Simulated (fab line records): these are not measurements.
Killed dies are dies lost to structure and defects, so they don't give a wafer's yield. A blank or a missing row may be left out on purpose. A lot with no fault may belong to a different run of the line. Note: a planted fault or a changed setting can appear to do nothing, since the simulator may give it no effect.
Shared-tool check + flow gf180mcu + Lots sampled 13, wafers sampled 39

== WHY THIS WAS OPENED ==
GF_VT_IMPLANT_RS_MEAS_48, reading LVPWELL_RS: flagged on 2 of 13 lots. No-fault wafers: 1196.2 ohm/sq, standard deviation 2.3.
Rule: a lot is flagged in two cases, either no wafer of it has a number, or all its wafers with numbers fall more than 4 standard deviations from that mean. The other lots count as sound.

| lot  | measured     | on           | LVPWELL_RS (ohm/sq), wafer by wafer | flag    |
|------|--------------|--------------|-------------------------------------|---------|
| L772 | day 7 21:58  | filmMetro-04 | 1192.1 1196.1 1196.4                |         |
| L775 | day 8 16:49  | filmMetro-04 | 1194.0 1200.2 1195.8                |         |
| L776 | day 8 20:44  | filmMetro-04 | 1197.7 1190.7 1196.2                |         |
| L781 | day 10 16:10 | filmMetro-02 | 1199.0 1195.7 1199.8                |         |
| L783 | day 10 23:55 | filmMetro-01 | 1230.6 1229.5 1228.8                | FLAGGED |
| L784 | day 11 05:34 | filmMetro-01 | 1232.7 1232.1 1236.1                | FLAGGED |
| L785 | day 11 12:41 | filmMetro-02 | 1193.6 1193.6 1197.2                |         |
| L786 | day 11 19:05 | filmMetro-01 | 1192.7 1193.5 1192.3                |         |
| L787 | day 12 02:22 | filmMetro-01 | 1198.1 1194.0 1195.0                |         |
| L788 | day 12 09:16 | filmMetro-02 | 1199.4 1197.5 1199.6                |         |
| L790 | day 12 21:04 | filmMetro-02 | 1199.9 1198.5 1199.5                |         |
| L792 | day 13 10:07 | filmMetro-04 | 1200.3 1196.7 1194.6                |         |
| L794 | day 13 23:59 | filmMetro-04 | 1192.6 1193.9 1192.1                |         |
The mean of the flagged lots' numbers is 1231.6 ohm/sq, +35.4 ohm/sq from the usual (+15 standard deviations).

== TOOL THAT RAN EACH LOT ==
The record holds 1 process step before the reading, out of a route of 602 steps. Every cell lists first the tool, next ch and the chambers used by the sampled wafers, and last the start.
| lot  | flag    | GF_LVPWELL_IMPLANT_09          |
|------|---------|--------------------------------|
| L772 |         | implanter-04 ch 0, day 4 04:08 |
| L775 |         | implanter-04 ch 0, day 4 19:17 |
| L776 |         | implanter-03 ch 0, day 4 23:59 |
| L781 |         | implanter-03 ch 0, day 6 09:38 |
| L783 | FLAGGED | implanter-03 ch 0, day 6 16:46 |
| L784 | FLAGGED | implanter-03 ch 0, day 6 22:59 |
| L785 |         | implanter-04 ch 0, day 7 04:41 |
| L786 |         | implanter-04 ch 0, day 7 09:28 |
| L787 |         | implanter-04 ch 0, day 7 14:55 |
| L788 |         | implanter-04 ch 0, day 7 21:50 |
| L790 |         | implanter-02 ch 0, day 8 08:32 |
| L792 |         | implanter-04 ch 0, day 8 18:52 |
| L794 |         | implanter-04 ch 0, day 9 06:45 |
What the steps here do:
- GF_LVPWELL_IMPLANT_09
- GF_VT_IMPLANT_RS_MEAS_48: measures by four-point-probe.

== FLAGGED OVER TOTAL, TOOL BY TOOL (the gauges that took the reading come last) ==
| step                     | tool         | lots run | flagged | share of the flagged lots | sound lots run after its first flagged lot |
|--------------------------|--------------|----------|---------|---------------------------|--------------------------------------------|
| GF_LVPWELL_IMPLANT_09    | implanter-02 | 1        | 0       | none                      | -                                          |
| GF_LVPWELL_IMPLANT_09    | implanter-03 | 4        | 2       | all                       | 0                                          |
| GF_LVPWELL_IMPLANT_09    | implanter-04 | 8        | 0       | none                      | -                                          |
| GF_VT_IMPLANT_RS_MEAS_48 | filmMetro-01 | 4        | 2       | all                       | 2 (L786,L787)                              |
| GF_VT_IMPLANT_RS_MEAS_48 | filmMetro-02 | 4        | 0       | none                      | -                                          |
| GF_VT_IMPLANT_RS_MEAS_48 | filmMetro-04 | 5        | 0       | none                      | -                                          |

== THE TABLE: WHAT IT ALLOWS ==
implanter-03 at GF_LVPWELL_IMPLANT_09 and filmMetro-01 at GF_VT_IMPLANT_RS_MEAS_48 are the 2 rows of the table that ran each flagged lot.
- implanter-03 at GF_LVPWELL_IMPLANT_09 ran 4 lots, 2 of them flagged. It ran its last sound lot, L781, at day 6 09:38 and its first flagged lot, L783, at day 6 16:46: a fault with its onset between the two fits. Its own readings lie more than 4 standard deviations out on every wafer of the flagged lots: doseIonsCm2, faradayCurrentUA.
- filmMetro-01 at GF_VT_IMPLANT_RS_MEAS_48 ran 4 lots, 2 of them flagged. After the first flagged lot (L786, L787), sound lots still ran on it; a lasting fault on the whole tool would not permit that.
What remains is a single tool, implanter-03 at GF_LVPWELL_IMPLANT_09.

== WHAT WAS PUT IN BY THE SIMULATOR ==
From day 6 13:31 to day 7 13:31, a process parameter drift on implanter-03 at GF_LVPWELL_IMPLANT_09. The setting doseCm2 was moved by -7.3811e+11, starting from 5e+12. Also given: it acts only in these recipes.
Shown lots that were struck: L783, L784. The rule above reached the same finding.
